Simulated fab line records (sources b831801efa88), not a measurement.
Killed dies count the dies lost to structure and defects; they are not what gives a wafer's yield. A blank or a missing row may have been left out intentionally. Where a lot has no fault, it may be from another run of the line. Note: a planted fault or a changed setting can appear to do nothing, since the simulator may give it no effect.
fab line records | flow sky130
record lots=12 | wafers=36 | last_day=50
route steps=708 shown FIELD_ISO@16 NWELL@63 VT_ADJUST_NCORE@126 PAD_OPEN@708
lots that met no fault: taken from a fault-free run of the same line
start_h: start of the lot's first displayed wafer, in hours after the record's first day | wait_h: hours from the lot's prior step to this one | " same as the row above | L1.1+2: several wafers, shown together as one row | - no value, or no start was given | * or withheld: withheld | < > ~ a bound
route shown NAME@n: a module of which the file shows steps, and the number in the route of the first | usual: the fault-free wafers' mean and standard deviation | same: alike in all rows | chamber/n: place in a boat | sites: the reading at each site | _std_site: the values' standard deviation | _edge_site: inner sites' mean taken away from outer sites' mean | radius_mm: for every site, how far away it sits from the centre of the wafer | mask NAME#n: copy n | behind: the most recent tool/chamber to have shaped the wafer | hold: cause of the lot's hold/its duration in hours/its outcome | device: names the non-switching transistor (n, p or np) | end of line: tests of these same wafers at the route's end | a step given without rows: its recipe and nothing more | killed: the dies lost at the first sort to structure and to defects; this is not the yield of the wafer | map: a wafer's dies, x killed, . not, _ none there
set.NAME: the run value of the setting; set.NAME@STEP: its run value at that earlier step | model.NAME: the simulator's own value behind a step, which no gauge read
steps of the route over a sample of lots; a table a step, a row a wafer
services: the hour from which a tool's chamber was out of use, counted from the record's first day as start_h (under 0 if before that day), plus the number of hours and why
## steps
# step SKY_FIELD_ISO_ETCH_15
# recipe chemistry=CHF3/O2 | target_depth_nm=180 | stop_on=Si | source_w=600 | bias_w=200 | pressure_mtorr=40 | chf3_flow_sccm=50 | O2_flow_sccm=5 | time_s=72
# usual O2_flow_sccm=4.999/0.014 | bias_w=200.0/0.57 | drypump_motor_current_A=5.8/0.31 | oes_product_au=0.945/0.0069 | throttle_valve_pct=8.844/0.0094
lot.wafer | tool        | chamber | start_h | wait_h | O2_flow_sccm | bias_w | drypump_motor_current_A | oes_product_au | rf_hours_counter_h | throttle_valve_pct
L877.2    | rie_diel-02 | 1       | 30.60   | 0.0    | 5.016        | 200.4  | 5.8                     | 0.945          | 146                | 8.843
L877.4    | "           | 3       | "       | "      | 4.998        | 200.5  | 5.5                     | 0.942          | 35                 | 8.858
L877.5    | "           | 0       | "       | "      | 4.988        | 200.4  | 5.4                     | 0.938          | -                  | 8.846
L881.1    | rie_diel-01 | 3       | 50.90   | 0.0    | 4.986        | 200.2  | 6.1                     | 0.942          | 171                | 8.837
L881.3    | "           | 0       | "       | "      | 5.003        | 198.8  | 5.6                     | 0.940          | 53                 | 8.844
L881.6    | "           | 3       | "       | "      | 4.990        | 200.7  | 6.1                     | 0.944          | -                  | 8.839
L883.1    | rie_diel-03 | 3       | 60.10   | 0.0    | 5.016        | 200.5  | 6.0                     | 0.948          | 130                | 8.852
L883.3    | "           | 1       | "       | "      | 4.987        | 200.1  | 5.8                     | 0.943          | 142                | 8.832
L883.5    | "           | 2       | "       | "      | 4.978        | 199.5  | 5.2                     | 0.938          | -                  | 8.851
L884.1    | rie_diel-02 | 2       | 65.32   | 0.0    | 5.001        | 199.3  | 5.3                     | 0.937          | 54                 | 8.828
L884.5    | "           | 2       | "       | "      | 5.001        | 199.8  | 5.3                     | 0.934          | -                  | 8.848
L884.6    | "           | 1       | "       | "      | 4.989        | 200.5  | 5.7                     | 0.945          | -                  | 8.848
L886.1    | rie_diel-03 | 1       | 76.20   | 0.0    | 4.988        | 199.8  | 5.8                     | 0.958          | 143                | 8.848
L886.4    | "           | 2       | "       | "      | 4.986        | 200.2  | 5.2                     | 0.960          | 76                 | 8.854
L886.5    | "           | 1       | "       | "      | 4.991        | 200.0  | 5.8                     | 0.956          | -                  | 8.847
L888.1    | rie_diel-01 | 1       | 86.50   | 0.0    | -            | -      | -                       | -              | -                  | -
L888.2    | "           | 0       | "       | "      | -            | -      | -                       | -              | -                  | -
L888.3    | "           | 2       | "       | "      | -            | -      | -                       | -              | -                  | -
L889.1    | rie_diel-01 | 0       | 91.10   | 0.0    | -            | -      | -                       | -              | -                  | -
L889.3    | "           | 2       | "       | "      | -            | -      | -                       | -              | -                  | -
L889.4    | "           | 1       | "       | "      | -            | -      | -                       | -              | -                  | -
L891.1    | rie_diel-01 | 1       | 103.45  | 0.0    | 4.993        | 199.8  | 6.1                     | 0.943          | 49                 | 8.834
L891.2    | "           | 2       | "       | "      | 5.009        | 199.9  | 5.8                     | 0.941          | 82                 | 8.845
L891.4    | "           | 3       | "       | "      | 4.979        | 198.3  | 6.1                     | 0.939          | 0                  | 8.856
L892.1    | rie_diel-01 | 2       | 109.80  | 0.0    | 5.014        | 201.3  | 5.8                     | 0.947          | 82                 | 8.847
L892.2    | "           | 3       | "       | "      | 5.021        | 200.5  | 6.1                     | 0.951          | 0                  | 8.846
L892.3    | "           | 0       | "       | "      | 5.000        | 199.4  | 5.6                     | 0.948          | 54                 | 8.853
L898.2    | rie_diel-01 | 1       | 140.30  | 0.0    | 4.990        | 199.1  | 6.1                     | 0.940          | 50                 | 8.838
L898.3    | "           | 3       | "       | "      | 4.977        | 200.6  | 6.0                     | 0.944          | 1                  | 8.848
L898.6    | "           | 0       | "       | "      | 5.006        | 199.9  | 5.6                     | 0.945          | -                  | 8.869
L899.2    | rie_diel-01 | 2       | 142.70  | 0.0    | 5.005        | 200.1  | 5.8                     | 0.953          | 82                 | 8.844
L899.4    | "           | 0       | "       | "      | 4.999        | 200.0  | 5.6                     | 0.955          | 54                 | 8.860
L899.6    | "           | 3       | "       | "      | 5.000        | 200.0  | 6.1                     | 0.960          | -                  | 8.856
L900.1    | rie_diel-03 | 1       | 150.84  | 0.0    | 4.999        | 200.3  | 5.8                     | 0.946          | 144                | 8.852
L900.3    | "           | 0       | "       | "      | 4.996        | 200.6  | 6.1                     | 0.953          | 128                | 8.860
L900.4    | "           | 3       | "       | "      | 4.967        | 199.8  | 6.0                     | 0.944          | 132                | 8.833
# step SKY_FIELD_ISO_STRIP_16
# recipe chemistry=O2/N2 | power_w=1400 | pressure_mtorr=1500 | platen_temp_c=withheld | o2_flow_sccm=3000 | n2_flow_sccm=300 | overash_fraction=0.5
# usual drypump_motor_current_A=5.7/0.54 | oes_product_au=0.377/0.0048 | strip_time_to_endpoint_s=3.54/0.033
lot.wafer | tool            | chamber | start_h | wait_h | drypump_motor_current_A | oes_product_au | rf_hours_counter_h | strip_time_to_endpoint_s
L877.2    | plasma_asher-03 | 0       | 30.65   | 0.0    | 5.6                     | 0.376          | 35                 | 3.50
L877.4    | "               | 0       | "       | "      | 5.6                     | 0.377          | -                  | 3.54
L877.5    | "               | 1       | "       | "      | 5.5                     | 0.375          | -                  | 3.52
L881.1    | plasma_asher-02 | 0       | 50.96   | 0.0    | 6.6                     | 0.376          | 37                 | 3.50
L881.3    | "               | 0       | "       | "      | 6.6                     | 0.375          | -                  | 3.51
L881.6    | "               | 0       | "       | "      | 6.6                     | 0.372          | -                  | 3.50
L883.1    | plasma_asher-02 | 0       | 60.15   | 0.0    | 6.6                     | 0.381          | 38                 | 3.48
L883.3    | "               | 1       | "       | "      | 6.0                     | 0.379          | -                  | 3.59
L883.5    | "               | 1       | "       | "      | 6.1                     | 0.376          | -                  | 3.54
L884.1    | plasma_asher-04 | 1       | 65.41   | 0.1    | 5.4                     | 0.383          | 24                 | 3.58
L884.5    | "               | 0       | "       | "      | 4.7                     | 0.369          | -                  | 3.54
L884.6    | "               | 1       | "       | "      | 5.4                     | 0.381          | -                  | 3.54
L886.1    | plasma_asher-02 | 0       | 76.25   | 0.0    | 6.6                     | 0.380          | 39                 | 3.61
L886.4    | "               | 0       | "       | "      | 6.6                     | 0.374          | -                  | 3.59
L886.5    | "               | 1       | "       | "      | 6.0                     | 0.385          | -                  | 3.60
L888.1    | plasma_asher-03 | 0       | 86.56   | 0.0    | 5.6                     | 0.448          | 40                 | 5.18
L888.2    | "               | 1       | "       | "      | 5.5                     | 0.449          | 40                 | 5.17
L888.3    | "               | 0       | "       | "      | 5.6                     | 0.443          | -                  | 5.21
L889.1    | plasma_asher-04 | 1       | 91.15   | 0.0    | 5.4                     | 0.450          | 26                 | 5.22
L889.3    | "               | 0       | "       | "      | 4.7                     | 0.446          | -                  | 5.20
L889.4    | "               | 1       | "       | "      | 5.3                     | 0.444          | -                  | 5.23
L891.1    | plasma_asher-02 | 0       | 103.50  | 0.0    | 6.6                     | 0.383          | 42                 | 3.57
L891.2    | "               | 1       | "       | "      | 6.1                     | 0.378          | 42                 | 3.52
L891.4    | "               | 0       | "       | "      | 6.6                     | 0.380          | -                  | 3.55
L892.1    | plasma_asher-02 | 1       | 109.85  | 0.0    | 6.1                     | 0.374          | 43                 | 3.53
L892.2    | "               | 0       | "       | "      | 6.6                     | 0.379          | 43                 | 3.56
L892.3    | "               | 0       | "       | "      | 6.6                     | 0.380          | -                  | 3.53
L898.2    | plasma_asher-03 | 1       | 140.36  | 0.0    | 5.5                     | 0.380          | 2                  | 3.55
L898.3    | "               | 1       | "       | "      | 5.5                     | 0.378          | -                  | 3.53
L898.6    | "               | 1       | "       | "      | 5.5                     | 0.369          | -                  | 3.52
L899.2    | plasma_asher-03 | 1       | 142.76  | 0.0    | 5.5                     | 0.381          | 3                  | 3.56
L899.4    | "               | 1       | "       | "      | 5.5                     | 0.374          | -                  | 3.50
L899.6    | "               | 0       | "       | "      | 5.6                     | 0.371          | -                  | 3.50
L900.1    | plasma_asher-03 | 1       | 150.90  | 0.0    | 5.5                     | 0.374          | 3                  | 3.62
L900.3    | "               | 1       | "       | "      | 5.5                     | 0.377          | -                  | 3.54
L900.4    | "               | 0       | "       | "      | 5.6                     | 0.379          | -                  | 3.55
# step SKY_NWELL_OVL_MEAS_10
# usual NWELL_00_OVL=-0.3/1.4
lot.wafer | tool       | chamber | start_h | wait_h | NWELL_00_OVL[nm]
L877.2    | overlay-02 | -       | 86.09   | -      | 1.5
L877.4    | "          | -       | "       | "      | 0.5
L877.5    | "          | -       | "       | "      | 0.2
L881.1    | overlay-01 | -       | 110.28  | -      | -2.4
L881.3    | "          | -       | "       | "      | -2.6
L881.6    | "          | -       | "       | "      | -3.4
L883.1    | overlay-02 | -       | 119.49  | -      | -2.3
L883.3    | "          | -       | "       | "      | -2.0
L883.5    | "          | -       | "       | "      | -2.6
L884.1    | overlay-01 | -       | 126.18  | -      | 0.1
L884.5    | "          | -       | "       | "      | -0.7
L884.6    | "          | -       | "       | "      | -1.5
L886.1    | overlay-01 | -       | 139.10  | -      | -1.3
L886.4    | "          | -       | "       | "      | -3.0
L886.5    | "          | -       | "       | "      | -1.3
L891.1    | overlay-01 | -       | 168.43  | -      | -0.3
L891.2    | "          | -       | "       | "      | -0.8
L891.4    | "          | -       | "       | "      | -1.7
L892.1    | overlay-01 | -       | 175.35  | -      | -1.4
L892.2    | "          | -       | "       | "      | -0.5
L892.3    | "          | -       | "       | "      | 0.3
L898.2    | overlay-02 | -       | 207.74  | -      | -0.5
L898.3    | "          | -       | "       | "      | -0.6
L898.6    | "          | -       | "       | "      | -0.3
L899.2    | overlay-02 | -       | 213.99  | -      | 0.2
L899.4    | "          | -       | "       | "      | 0.7
L899.6    | "          | -       | "       | "      | 2.4
L900.1    | overlay-02 | -       | 227.54  | -      | 1.0
L900.3    | "          | -       | "       | "      | -0.1
L900.4    | "          | -       | "       | "      | -0.3
# step SKY_NWELL_OVL_MEAS_23
# usual NWELL_01_OVL=-0.2/1.2
lot.wafer | tool       | chamber | start_h | wait_h | NWELL_01_OVL[nm]
L877.2    | overlay-01 | -       | 104.10  | -      | -1.8
L877.4    | "          | -       | "       | "      | -2.2
L877.5    | "          | -       | "       | "      | -2.1
L881.1    | overlay-02 | -       | 129.19  | -      | -2.8
L881.3    | "          | -       | "       | "      | -2.1
L881.6    | "          | -       | "       | "      | -2.2
L883.1    | overlay-02 | -       | 138.24  | -      | 0.1
L883.3    | "          | -       | "       | "      | 0.4
L883.5    | "          | -       | "       | "      | 1.3
L884.1    | overlay-02 | -       | 145.93  | -      | -1.0
L884.5    | "          | -       | "       | "      | -1.0
L884.6    | "          | -       | "       | "      | 0.1
L886.1    | overlay-01 | -       | 159.53  | -      | 1.2
L886.4    | "          | -       | "       | "      | 0.6
L886.5    | "          | -       | "       | "      | 0.4
L891.1    | overlay-01 | -       | 190.04  | -      | -0.1
L891.2    | "          | -       | "       | "      | -0.9
L891.4    | "          | -       | "       | "      | -0.8
L892.1    | overlay-01 | -       | 196.84  | -      | -1.4
L892.2    | "          | -       | "       | "      | 0.6
L892.3    | "          | -       | "       | "      | 1.2
L898.2    | overlay-01 | -       | 230.30  | -      | 0.6
L898.3    | "          | -       | "       | "      | -0.3
L898.6    | "          | -       | "       | "      | 1.0
L899.2    | overlay-02 | -       | 235.44  | -      | 0.2
L899.4    | "          | -       | "       | "      | -0.3
L899.6    | "          | -       | "       | "      | 0.0
L900.1    | overlay-01 | -       | 250.28  | -      | -0.1
L900.3    | "          | -       | "       | "      | -0.2
L900.4    | "          | -       | "       | "      | -1.2
# step SKY_VT_ADJUST_NCORE_CD_MEAS_07
# recipe target_cd_nm=380
# usual cd_nm=380.3/2.3
lot.wafer | tool      | chamber | start_h | wait_h | cd_nm
L877.2    | cd_sem-01 | -       | 182.75  | 0.1    | 379.0
L877.4    | "         | -       | "       | "      | 378.7
L877.5    | "         | -       | "       | "      | 378.8
L881.1    | cd_sem-02 | -       | 213.48  | 0.1    | 381.7
L881.3    | "         | -       | "       | "      | 379.2
L881.6    | "         | -       | "       | "      | 380.3
L883.1    | cd_sem-01 | -       | 226.83  | 0.1    | 381.4
L883.3    | "         | -       | "       | "      | 380.1
L883.5    | "         | -       | "       | "      | 383.2
L884.1    | cd_sem-02 | -       | 232.13  | 0.1    | 377.8
L884.5    | "         | -       | "       | "      | 379.4
L884.6    | "         | -       | "       | "      | 375.4
L886.1    | cd_sem-01 | -       | 248.00  | 0.1    | 384.3
L886.4    | "         | -       | "       | "      | 381.5
L886.5    | "         | -       | "       | "      | 382.7
L891.1    | cd_sem-01 | -       | 282.88  | 0.1    | 383.8
L891.2    | "         | -       | "       | "      | 382.4
L891.4    | "         | -       | "       | "      | 383.7
L892.1    | cd_sem-01 | -       | 290.28  | 0.1    | 380.8
L892.2    | "         | -       | "       | "      | 379.4
L892.3    | "         | -       | "       | "      | 378.3
L898.2    | cd_sem-01 | -       | 330.50  | 0.1    | 381.2
L898.3    | "         | -       | "       | "      | 379.3
L898.6    | "         | -       | "       | "      | 378.9
L899.2    | cd_sem-02 | -       | 336.41  | 0.1    | 382.2
L899.4    | "         | -       | "       | "      | 379.4
L899.6    | "         | -       | "       | "      | 379.3
L900.1    | cd_sem-01 | -       | 354.38  | 0.1    | 379.0
L900.3    | "         | -       | "       | "      | 376.1
L900.4    | "         | -       | "       | "      | 377.4
# step SKY_PAD_OPEN_PROBE_99
# usual killed_at_M0_to_M3=42/7.6 | killed_at_M4_up=2.9/1.7 | killed_at_contacts=24/5.1 | killed_at_front_end=15/4 | killed_at_other=0.2/0.38 | killed_dies=84/9.9 | killed_on_rim=16/4 | killed_open=46/7.2 | killed_short=38/6.6
# same gross_dies=492 | killed_at_back_side=0
lot.wafer | tool      | chamber | start_h | wait_h | killed_at_M0_to_M3 | killed_at_M4_up | killed_at_contacts | killed_at_front_end | killed_at_other | killed_dies | killed_on_rim | killed_open | killed_short
L888.1    | prober-01 | -       | 1153.26 | 0.1    | 40                 | 1               | 32                 | 419                 | 0               | 492         | 96            | 45          | 39
L888.2    | prober-01 | -       | 1153.31 | 0.1    | 44                 | 4               | 23                 | 420                 | 1               | 492         | 96            | 46          | 40
L888.3    | prober-01 | -       | 1153.36 | 0.2    | 37                 | 2               | 31                 | 422                 | 0               | 492         | 96            | 48          | 40
L889.1    | prober-02 | -       | 1155.95 | 0.1    | 58                 | 7               | 27                 | 400                 | 0               | 492         | 96            | 65          | 49
L889.3    | prober-02 | -       | 1156.05 | 0.2    | 30                 | 4               | 24                 | 434                 | 0               | 492         | 96            | 35          | 35
L889.4    | prober-02 | -       | 1156.10 | 0.2    | 32                 | 1               | 21                 | 438                 | 0               | 492         | 96            | 47          | 26
L891.1    | prober-02 | -       | 1158.45 | 0.1    | 21                 | 4               | 34                 | 8                   | 0               | 67          | 18            | 41          | 26
L891.2    | prober-02 | -       | 1158.50 | 0.1    | 40                 | 2               | 17                 | 13                  | 1               | 73          | 15            | 37          | 36
L891.4    | prober-02 | -       | 1158.60 | 0.2    | 44                 | 2               | 31                 | 8                   | 0               | 85          | 21            | 44          | 41
# killed by level:class
L888.1 FIELD_ISO:area_etch=408 VIA1:geometric_particle:open=12 CONTACT:geometric_particle:open=12 LOCAL_INTERCONNECT:geometric_particle:short=6 CONTACT:geometric_particle:short=6 METAL2:geometric_particle:short=6 LI_CONTACT:geometric_particle:open=5 VIA3:geometric_particle:open=4
L888.2 FIELD_ISO:area_etch=406 VIA2:geometric_particle:open=10 METAL2:geometric_particle:short=9 VIA1:geometric_particle:open=7 CONTACT:geometric_particle:open=6 METAL3:geometric_particle:short=5 FIELD_ISO:geometric_particle:short=4 LI_CONTACT:geometric_particle:short=4
L888.3 FIELD_ISO:area_etch=404 LI_CONTACT:geometric_particle:open=12 VIA1:geometric_particle:open=8 CONTACT:geometric_particle:open=6 CONTACT:geometric_particle:short=6 VIA3:geometric_particle:open=6 VIA3:geometric_particle:short=6 METAL2:geometric_particle:short=5
L889.1 FIELD_ISO:area_etch=378 VIA1:geometric_particle:open=12 CONTACT:geometric_particle:open=11 VIA2:geometric_particle:open=10 VIA3:geometric_particle:open=10 LI_CONTACT:geometric_particle:open=6 POLY_GATE:geometric_particle:short=5 CONTACT:geometric_particle:short=5
L889.3 FIELD_ISO:area_etch=422 VIA1:geometric_particle:open=10 CONTACT:geometric_particle:short=8 CONTACT:geometric_particle:open=8 VIA3:geometric_particle:open=5 POLY_GATE:geometric_particle:short=4 METAL2:geometric_particle:short=4 METAL4:geometric_particle:short=4
L889.4 FIELD_ISO:area_etch=419 CONTACT:geometric_particle:open=10 VIA1:geometric_particle:open=10 FIELD_ISO:geometric_particle:open=5 METAL1:geometric_particle:short=5 VIA3:geometric_particle:open=5 LI_CONTACT:geometric_particle:open=4 LOCAL_INTERCONNECT:geometric_particle:short=4
L891.1 CONTACT:geometric_particle:open=13 LI_CONTACT:geometric_particle:open=10 CONTACT:geometric_particle:short=6 VIA2:geometric_particle:open=4 FIELD_ISO:geometric_particle:open=3 METAL1:geometric_particle:short=3 METAL2:geometric_particle:short=3 VIA3:geometric_particle:short=3
L891.2 VIA2:geometric_particle:open=8 CONTACT:geometric_particle:short=7 METAL1:geometric_particle:short=6 VIA1:geometric_particle:open=6 CONTACT:geometric_particle:open=5 POLY_GATE:geometric_particle:open=4 VIA3:geometric_particle:short=4 VIA1:geometric_particle:short=3
L891.4 VIA2:geometric_particle:open=11 CONTACT:geometric_particle:open=11 LI_CONTACT:geometric_particle:open=7 LOCAL_INTERCONNECT:geometric_particle:short=7 METAL1:geometric_particle:short=7 VIA1:geometric_particle:short=4 VIA3:geometric_particle:open=4 METAL2:geometric_particle:short=4
## services
tool            | chamber | start_h | hours | kind
plasma_asher-02 | -       | 22.47   | 1.1   | repair
rie_diel-01     | 1       | 28.83   | 11.3  | repair
plasma_asher-04 | -       | 37.33   | 2.8   | pm
rie_diel-02     | 2       | 38.08   | 1.4   | repair
rie_diel-02     | 0       | 59.48   | -     | clean
rie_diel-02     | 0       | 59.48   | 24.2  | scheduled_down
rie_diel-02     | 0       | 59.48   | 24.2  | vent_cycle
rie_diel-01     | 3       | 60.97   | -     | clean
rie_diel-01     | 3       | 60.97   | 32.8  | scheduled_down
rie_diel-01     | 3       | 60.97   | 32.8  | vent_cycle
rie_diel-03     | 2       | 62.41   | 2.3   | repair
rie_diel-02     | 3       | 64.67   | 82.6  | repair
rie_diel-02     | 1       | 91.40   | 29.9  | repair
plasma_asher-03 | -       | 92.59   | 10.3  | repair
plasma_asher-03 | -       | 108.75  | 9.0   | pm
plasma_asher-03 | 0       | 108.75  | 9.0   | vent_cycle
plasma_asher-03 | 1       | 108.75  | 9.0   | vent_cycle
plasma_asher-03 | 0       | 117.75  | -     | clean
plasma_asher-03 | 1       | 117.75  | -     | clean
rie_diel-03     | 3       | 143.23  | 4.7   | repair
## key
first_sign step=SKY_FIELD_ISO_ETCH_15 | reading=tool_record | direction=missing
effect step=SKY_FIELD_ISO_STRIP_16 | reading=strip_time_to_endpoint_s | direction=up | sigmas=50 | usual=* | struck=*
effect step=SKY_PAD_OPEN_PROBE_99 | reading=killed_at_front_end | direction=up | sigmas=99+ | usual=15 | struck=422
more_kills_born_at SKY_FIELD_ISO_ETCH_15@rie_diel-01=2437
met_at SKY_FIELD_ISO_ETCH_15
struck_lots L888,L889
later_rows_left_out L888.1,L888.2,L888.3,L889.1,L889.3,L889.4
tester_left_out L888,L889
not_acting_at SKY_NWELL_OVL_MEAS_10,SKY_NWELL_OVL_MEAS_23,SKY_VT_ADJUST_NCORE_CD_MEAS_07
onset_between 50.90 86.50
fault kind=skipped_step_whole | tool=rie_diel-01 | chamber=- | onset_h=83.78 | steps=SKY_FIELD_ISO_ETCH_15 | scope=struck_lots_only
# tester_left_out: of these lots the tester's yield and bins aren't shown, on N5 and GAA mostly nor the transistor test; their killed dies are dies lost to structure and defects alone, not to doping, threshold or leakage, so they don't give the yield
# later_rows_left_out: the simulator's readings of these wafers behind a module that went badly wrong aren't trusted and aren't shown, but for the sort
